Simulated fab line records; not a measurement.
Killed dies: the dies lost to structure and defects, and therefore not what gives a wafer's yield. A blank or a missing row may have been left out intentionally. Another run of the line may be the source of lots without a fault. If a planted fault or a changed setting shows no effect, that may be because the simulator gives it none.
A lot that was struck, set against a sound lot -- flow sky130 -- 17 steps out of a route of 708
Sound: the wafers L964.2, L964.5, L964.6. Struck: wafer L950.3. (L950.5, L950.6 of the same lot were not struck and are left out.) The cause comes at the end.
Each step with rows lists, per side, the tool, then ch with its chambers, then its first start. Under that, the readings that differ: sound wafers -- struck wafers -- difference of the means -- sigmas: that difference in standard deviations of wafers without a fault.
alike: same words and numbers on both sides, and readings whose means sit less than 2 such deviations apart. not compared: any withheld reading, any reading some wafer has no value for, any bound like >300 that may hide the same value, and any number with overlapping values for which the record gives no deviation.
The two part at a step that has a row with sigmas, a row that says differs or no value, or rows on one side only. When numbers do not overlap yet have no deviation, they are printed without sigmas and do not part them. A reading missing from all wafers of one side parts the sides only when that side holds two or more wafers.

SKY_VT_ADJUST_LVTN_OVL_MEAS_07:
  sound on overlay-02 at day 12 10:20; struck on overlay-01 at day 8 20:49
  alike: VT_ADJUST_LVTN_OVL
next, for these wafers, 1 step has no rows: SKY_VT_ADJUST_LVTN_IMPLANT_08.
SKY_VT_ADJUST_LVTN_STRIP_09: strips in O2/N2.
  sound on plasmaAsher-04 ch 0,1, day 12 10:31; struck on plasmaAsher-02 ch 1, day 8 21:02
reading,sound,struck,difference,sigmas
drypumpMotorCurrentA (A),5.4 5.5 5.3,4.8,-0.6,-2
  alike: oesProductAu, stripTimeToEndpointS
  not compared: rfHoursCounterH
SKY_VT_ADJUST_LVTN_TW_MEAS_10:
  sound on filmMetro-03 at day 12 10:37; struck on filmMetro-03 at day 8 21:07
  alike: VT_ADJUST_LVTN_TW
then, 7 steps without rows for these wafers: SKY_VT_ADJUST_LVTN_DEHYDRATE_11 (time 60 s); SKY_VT_ADJUST_LVTN_HMDS_12 (prime time 60 s); SKY_VT_ADJUST_LVTN_COAT_13 (resist thk 1140 nm); SKY_VT_ADJUST_LVTN_SOFTBAKE_14 (time 60 s); SKY_VT_ADJUST_LVTN_EXPOSE_15 (exposes mask HVN STD DERIVED, target cd 600 nm); SKY_VT_ADJUST_LVTN_PEB_16; SKY_VT_ADJUST_LVTN_DEVELOP_17 (develop time 60 s).
SKY_VT_ADJUST_LVTN_OVL_MEAS_18:
  sound on overlay-01 at day 13 11:13; struck on overlay-02 at day 9 18:33
  alike: VT_ADJUST_LVTN_01_OVL
SKY_VT_ADJUST_LVTN_IMPLANT_19:
  sound on implanter-02 ch 0, day 13 11:16; struck on implanter-02 ch 0, day 9 18:37
reading,sound,struck,difference,sigmas
beamOnS (s),10.02 9.96 9.84,13.42,+3.48,+17
faradayCurrentUA,3.67 3.66 3.70,2.72,-0.96,-13
SKY_VT_ADJUST_LVTN_STRIP_20: strips in O2/N2.
  sound on plasmaAsher-01 ch 0,1, day 13 11:23; struck on plasmaAsher-04 ch 0, day 9 18:46
  alike: drypumpMotorCurrentA, oesProductAu, stripTimeToEndpointS
  not compared: rfHoursCounterH
SKY_VT_ADJUST_LVTN_TW_MEAS_21:
  sound on filmMetro-01 at day 13 11:30; struck on filmMetro-01 at day 9 18:50
reading,sound,struck,difference,sigmas
VT_ADJUST_LVTN_2_TW,187.8 187.4 186.9,200.1,+12.7,+7
then, 1 step without rows for these wafers: SKY_VT_ADJUST_NCORE_DEHYDRATE_00 (time 60 s).
-- the record jumps here: 38 days lie between the struck wafers' starts before and after (it left off in module VT_ADJUST_NCORE and takes up again in module PAD_OPEN, whose first step shown is number 708 of the route) --
SKY_PAD_OPEN_PROBE_99:
  sound on prober-02 at day 50 06:17; struck on prober-01 at day 47 17:09
reading,sound,struck,difference,sigmas
killedAtFrontEnd,5 20 13,27,+14,+3
killedDies,83 78 74,101,+23,+2
killedShort,37 31 28,65,+33,+5
model.etest.resPwellUnderGate.rsOhmSq,2286 2279 2267,2236,-41,
model.etest.nfetG5v0d10v5.bodyRiseV (V),0.6886 0.6891 0.6878,0.7145,+0.0260,
model.etest.nfet_16v.bodyRiseV (V),0.6811 0.6853 0.6835,0.7091,+0.0258,
model.etest.nfetG5v0d10v5.vtSatV (V),0.7699 0.7836 0.7702,0.81,+0.04,
model.etest.nfetG5v0d10v5.vtV (V),0.8252 0.84 0.8235,0.8595,+0.0299,
  alike: killed_at_M0_to_M3, killed_at_M4_up, killedAtContacts, killedAtOther, killedOpen

## WHERE THEY PART
At SKY_VT_ADJUST_LVTN_STRIP_09 first; at SKY_PAD_OPEN_PROBE_99 last (within this record only).

WHY: the cause the simulator had injected
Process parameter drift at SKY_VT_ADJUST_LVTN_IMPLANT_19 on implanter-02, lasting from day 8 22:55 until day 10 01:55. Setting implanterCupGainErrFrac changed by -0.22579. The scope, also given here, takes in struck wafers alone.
